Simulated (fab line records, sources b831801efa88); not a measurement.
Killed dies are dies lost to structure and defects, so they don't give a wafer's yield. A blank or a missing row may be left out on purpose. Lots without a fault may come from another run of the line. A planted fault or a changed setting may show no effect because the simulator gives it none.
Which tool did it? | flow sky130 | 12 lots, 36 wafers sampled, at 4 steps of a route of 708

WHAT THE GAUGES READ, wafer by wafer
SKY_FIELD_ISO_CD_MEAS_13: target cd 150 nm.
lot  | measured    | on        | cd_nm (nm)
L337 | day 2 06:12 | cd_sem-02 | 150.0 149.8 151.3
L339 | day 2 16:12 | cd_sem-01 | 150.2 150.3 149.8
L340 | day 2 19:30 | cd_sem-02 | 150.6 150.7 151.4
L341 | day 3 02:40 | cd_sem-02 | 151.0 149.3 150.8
L342 | day 3 06:25 | cd_sem-01 | 152.8 153.8 153.0
L345 | day 3 21:56 | cd_sem-02 | 150.7 150.2 149.4
L346 | day 4 03:34 | cd_sem-02 | 149.7 149.7 149.4
L347 | day 4 08:20 | cd_sem-02 | 148.9 149.9 148.4
L348 | day 4 16:04 | cd_sem-01 | 149.0 151.1 151.5
L349 | day 4 19:01 | cd_sem-02 | 153.4 152.2 151.1
L351 | day 5 05:53 | cd_sem-02 | 148.6 150.2 149.9
L356 | day 6 08:46 | cd_sem-01 | 154.6 155.9 154.7

SKY_SD_N_TW_MEAS_12.
lot  | measured     | on            | SD_N_TW
L337 | day 27 20:43 | film_metro-04 | 4061 4053 4062
L339 | day 28 10:07 | film_metro-04 | 4031 4027 4041
L340 | day 28 13:43 | film_metro-04 | 4029 4050 4036
L341 | day 29 07:13 | film_metro-02 | 3956 3945 3951
L342 | day 29 15:58 | film_metro-02 | 3988 3975 3970
L345 | day 30 14:06 | film_metro-02 | 3979 3988 3977
L346 | day 31 03:01 | film_metro-02 | 3968 3974 3972
L347 | day 31 12:19 | film_metro-04 | 4047 4070 4047
L348 | day 31 18:28 | film_metro-03 | 4011 4012 4009
L349 | day 32 00:46 | film_metro-03 | 3991 3990 3982
L351 | day 32 23:00 | film_metro-04 | 4032 4020 4019
L356 | day 34 13:52 | film_metro-03 | 3998 30 3981 3990 30 3969

WHICH TOOL RAN EACH LOT (tool, then ch and the chambers of the sampled wafers, then the start)
lot  | SKY_VT_ADJUST_LVTN_STRIP_09          | SKY_SD_N_DEVELOP_06
L337 | plasma_asher-01 ch 0,1, day 6 22:29  | litho_track-02 ch 0, day 27 20:01
L339 | plasma_asher-04 ch 1, day 7 09:21    | litho_track-02 ch 0, day 28 09:25
L340 | plasma_asher-01 ch 0,1, day 7 14:18  | litho_track-02 ch 0, day 28 13:01
L341 | plasma_asher-03 ch 0,1, day 7 23:57  | litho_track-02 ch 0, day 29 06:32
L342 | plasma_asher-04 ch 0,1, day 8 06:14  | litho_track-03 ch 0, day 29 15:16
L345 | plasma_asher-01 ch 0,1, day 8 22:48  | litho_track-01 ch 0, day 30 13:23
L346 | plasma_asher-04 ch 0,1, day 9 08:06  | litho_track-03 ch 0, day 31 02:19
L347 | plasma_asher-04 ch 0,1, day 9 15:24  | litho_track-02 ch 0, day 31 11:38
L348 | plasma_asher-04 ch 1, day 9 22:05    | litho_track-02 ch 0, day 31 17:47
L349 | plasma_asher-01 ch 0,1, day 10 03:26 | litho_track-02 ch 0, day 32 00:05
L351 | plasma_asher-01 ch 0,1, day 10 18:02 | litho_track-03 ch 0, day 32 22:18
L356 | plasma_asher-03 ch 0, day 12 04:30   | litho_track-03 ch 0, day 34 10:58
- SKY_VT_ADJUST_LVTN_STRIP_09: strips in O2/N2.
- SKY_SD_N_DEVELOP_06: develop time 60 s.

WHAT THE TOOLS THEMSELVES READ (means of the sampled wafers that have a number; where no wafer has one, the mark that the record gives instead)
SKY_VT_ADJUST_LVTN_STRIP_09.
lot  | tool            | drypump_motor_current_A (A) | oes_product_au (a.u.) | strip_time_to_endpoint_s (s)
L337 | plasma_asher-01 | 6.02                        | 0.726                 | 37.02
L339 | plasma_asher-04 | 6.23                        | 0.722                 | 36.98
L340 | plasma_asher-01 | 6.01                        | 0.720                 | 37.03
L341 | plasma_asher-03 | 6.10                        | 0.726                 | 36.87
L342 | plasma_asher-04 | 6.30                        | 0.720                 | 36.76
L345 | plasma_asher-01 | 6.21                        | 0.727                 | 36.90
L346 | plasma_asher-04 | 6.28                        | 0.725                 | 36.87
L347 | plasma_asher-04 | 6.28                        | 0.721                 | 36.95
L348 | plasma_asher-04 | 6.24                        | 0.719                 | 36.96
L349 | plasma_asher-01 | 6.19                        | 0.721                 | 37.00
L351 | plasma_asher-01 | 6.21                        | 0.719                 | 36.91
L356 | plasma_asher-03 | 5.97                        | 0.725                 | 36.83

THE ANSWER, worked out from the rows above alone
Rule: what is usual is taken from the lots themselves. Put in order of their means at a reading, lots are off if they are a third of the lots or fewer, leave a main group of 4 or more, and stand apart from it by a gap of 3 or more times the standard deviation of the main group's means; of several such gaps the widest counts. A main group whose means are all the same, to the digits that the tables above print for the reading, isn't used. A lot without any number at a reading at which 4 lots or more have one is off too. The other lots that the step has rows for count as sound. The gauges are gone through in route order, then the tools' own readings, and for those a lot's mean is taken as printed above. The first step at which some lot is off is used, and at that step the reading that is off furthest; a lot without a number counts as furthest.
Off: L356, at SKY_SD_N_TW_MEAS_12 (SD_N_TW). The main group: mean 4008, standard deviation 35.
A tool fits if, at a process step before that reading, it ran every lot that is off, and no sound lot after the first of them. The gauges at SKY_SD_N_TW_MEAS_12 are tried like those tools. Can't be told from this: 3 tools fit, plasma_asher-03 at SKY_VT_ADJUST_LVTN_STRIP_09, litho_track-03 at SKY_SD_N_DEVELOP_06, film_metro-03 at SKY_SD_N_TW_MEAS_12.

WHAT THE SIMULATOR HAD PUT IN
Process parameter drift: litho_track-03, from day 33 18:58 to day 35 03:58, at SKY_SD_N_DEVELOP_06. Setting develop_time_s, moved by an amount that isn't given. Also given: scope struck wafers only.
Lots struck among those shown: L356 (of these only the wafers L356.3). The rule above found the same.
